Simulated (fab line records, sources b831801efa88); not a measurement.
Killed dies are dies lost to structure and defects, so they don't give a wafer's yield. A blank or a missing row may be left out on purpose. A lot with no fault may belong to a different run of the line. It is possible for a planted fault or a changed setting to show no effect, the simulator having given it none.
Which tool was responsible? ; flow sky130 ; 15 lots with 45 wafers sampled at 3 steps, on a route of 708 steps

## WHAT THE GAUGES READ, wafer by wafer
SKY_VT_ADJUST_NCORE_TW_MEAS_11.
lot;measured;on;VT_ADJUST_NCORE_TW
L792;day 8 09:42;film_metro-02;217.5 217.5 216.2
L793;day 8 16:02;film_metro-04;218.8 221.1 220.2
L797;day 9 20:01;film_metro-02;29.6 29.7 29.7
L798;day 10 04:55;film_metro-04;30.0 30.0 30.1
L799;day 10 07:23;film_metro-01;29.8 29.6 29.7
L800;day 10 21:17;film_metro-01;216.1 216.3 216.8
L805;day 12 11:49;film_metro-04;219.1 220.4 220.0
L806;day 12 16:41;film_metro-04;220.0 219.8 220.4
L807;day 13 03:31;film_metro-04;220.9 221.0 220.8
L811;day 14 00:32;film_metro-02;213.7 214.3 214.6
L810;day 14 01:29;film_metro-01;217.0 218.9 216.9
L812;day 14 14:40;film_metro-02;213.7 213.9 214.0
L813;day 14 23:04;film_metro-01;217.9 218.5 217.0
L814;day 15 02:56;film_metro-01;216.0 217.3 218.0
L815;day 15 04:52;film_metro-01;217.6 216.4 216.7

## TOOL THAT RAN EACH LOT (tool first, then ch and the chambers of the sampled wafers, then the start)
lot;SKY_VT_ADJUST_LVTN_STRIP_20;SKY_VT_ADJUST_NCORE_STRIP_10
L792;plasma_asher-03 ch 0,1, day 7 13:01;plasma_asher-01 ch 0,1, day 8 09:36
L793;plasma_asher-01 ch 0,1, day 7 19:12;plasma_asher-01 ch 0,1, day 8 15:56
L797;plasma_asher-03 ch 0,1, day 8 23:34;plasma_asher-02 ch 0,1, day 9 19:55
L798;plasma_asher-04 ch 0,1, day 9 07:14;plasma_asher-02 ch 0, day 10 04:49
L799;plasma_asher-04 ch 0,1, day 9 10:14;plasma_asher-01 ch 0,1, day 10 07:17
L800;plasma_asher-01 ch 0,1, day 9 22:05;plasma_asher-04 ch 0,1, day 10 21:11
L805;plasma_asher-04 ch 0,1, day 11 12:12;plasma_asher-02 ch 0,1, day 12 11:43
L806;plasma_asher-01 ch 0,1, day 11 16:43;plasma_asher-01 ch 0,1, day 12 16:34
L807;plasma_asher-03 ch 0,1, day 12 02:36;plasma_asher-01 ch 0,1, day 13 03:25
L811;plasma_asher-03 ch 0,1, day 12 22:40;plasma_asher-02 ch 0,1, day 14 00:27
L810;plasma_asher-03 ch 0,1, day 12 23:35;plasma_asher-01 ch 0,1, day 14 01:22
L812;plasma_asher-03 ch 0,1, day 13 12:25;plasma_asher-04 ch 0,1, day 14 14:34
L813;plasma_asher-03 ch 0,1, day 13 20:48;plasma_asher-02 ch 0,1, day 14 22:58
L814;plasma_asher-03 ch 1, day 14 00:08;plasma_asher-04 ch 0,1, day 15 02:49
L815;plasma_asher-01 ch 0, day 14 02:14;plasma_asher-02 ch 0,1, day 15 04:46
- SKY_VT_ADJUST_LVTN_STRIP_20: strips in O2/N2.
- SKY_VT_ADJUST_NCORE_STRIP_10: strips in O2/N2.

## AS READ BY THE TOOLS THEMSELVES (means over the sampled wafers that have a number; for cases with no such wafer, the mark the record gives instead)
SKY_VT_ADJUST_LVTN_STRIP_20.
lot;tool;chamber_pressure_mTorr (mTorr);drypump_motor_current_A (A);oes_product_au (a.u.);strip_time_to_endpoint_s (s)
L792;plasma_asher-03;1500.3;6.7;0.713;14.21
L793;plasma_asher-01;1499.0;5.9;0.716;14.11
L797;plasma_asher-03;-;-;-;-
L798;plasma_asher-04;-;-;-;-
L799;plasma_asher-04;-;-;-;-
L800;plasma_asher-01;1499.8;5.8;0.718;14.17
L805;plasma_asher-04;1500.1;5.6;0.717;14.20
L806;plasma_asher-01;1500.0;5.8;0.714;14.20
L807;plasma_asher-03;1501.0;6.7;0.720;14.21
L811;plasma_asher-03;1500.4;6.7;0.717;14.20
L810;plasma_asher-03;1500.8;6.7;0.715;14.18
L812;plasma_asher-03;1500.2;6.7;0.716;14.13
L813;plasma_asher-03;1501.6;6.7;0.715;14.11
L814;plasma_asher-03;1499.3;6.8;0.713;14.19
L815;plasma_asher-01;1499.2;6.0;0.719;14.15

SKY_VT_ADJUST_NCORE_STRIP_10.
lot;tool;chamber_pressure_mTorr (mTorr);drypump_motor_current_A (A);oes_product_au (a.u.);strip_time_to_endpoint_s (s)
L792;plasma_asher-01;1499.4;5.8;0.717;14.21
L793;plasma_asher-01;1500.1;5.8;0.716;14.11
L797;plasma_asher-02;1500.2;5.5;0.720;31.27
L798;plasma_asher-02;1499.4;5.2;0.721;31.22
L799;plasma_asher-01;1500.8;5.9;0.722;31.18
L800;plasma_asher-04;1500.5;5.6;0.719;14.15
L805;plasma_asher-02;1500.3;5.7;0.717;14.15
L806;plasma_asher-01;1500.3;5.9;0.716;14.18
L807;plasma_asher-01;1500.1;5.8;0.714;14.12
L811;plasma_asher-02;1500.1;5.7;0.720;14.11
L810;plasma_asher-01;1499.0;5.9;0.714;14.19
L812;plasma_asher-04;1499.1;5.9;0.712;14.17
L813;plasma_asher-02;1499.9;5.7;0.718;14.14
L814;plasma_asher-04;1500.6;5.9;0.713;14.14
L815;plasma_asher-02;1500.6;5.7;0.714;14.19

## THE ANSWER, worked out from the rows above alone
Rule: the usual values come from the lots themselves. Put in order of their means at a reading, lots are off if they are a third of the lots or fewer, leave a main group of 4 or more, and stand apart from it by a gap of 3 or more times the standard deviation of the main group's means; of several such gaps the widest counts. If all means in a main group match to the digits the tables above print for the reading, that group is not used. A lot without any number at a reading at which 4 lots or more have one is off too. Any other lot the step has rows for is counted as sound. The gauges are gone through in route order, then the tools' own readings, and for those a lot's mean is taken as printed above. At the first step where some lot is off, the reading lying furthest off is the one used; lots without a number count as furthest.
Off: at SKY_VT_ADJUST_NCORE_TW_MEAS_11 (VT_ADJUST_NCORE_TW), L797, L798, L799. For the main group the mean is 217.6 and the standard deviation 2.2.
A tool fits if, at a process step before that reading, it ran every lot that is off, and no sound lot after the first of them. The gauges at SKY_VT_ADJUST_NCORE_TW_MEAS_11 aren't tried: what is off there is off at SKY_VT_ADJUST_LVTN_STRIP_20 too, on other tools, and a gauge's error can't cause that. None of those tried fits.

## WHAT THE SIMULATOR HAD INSERTED
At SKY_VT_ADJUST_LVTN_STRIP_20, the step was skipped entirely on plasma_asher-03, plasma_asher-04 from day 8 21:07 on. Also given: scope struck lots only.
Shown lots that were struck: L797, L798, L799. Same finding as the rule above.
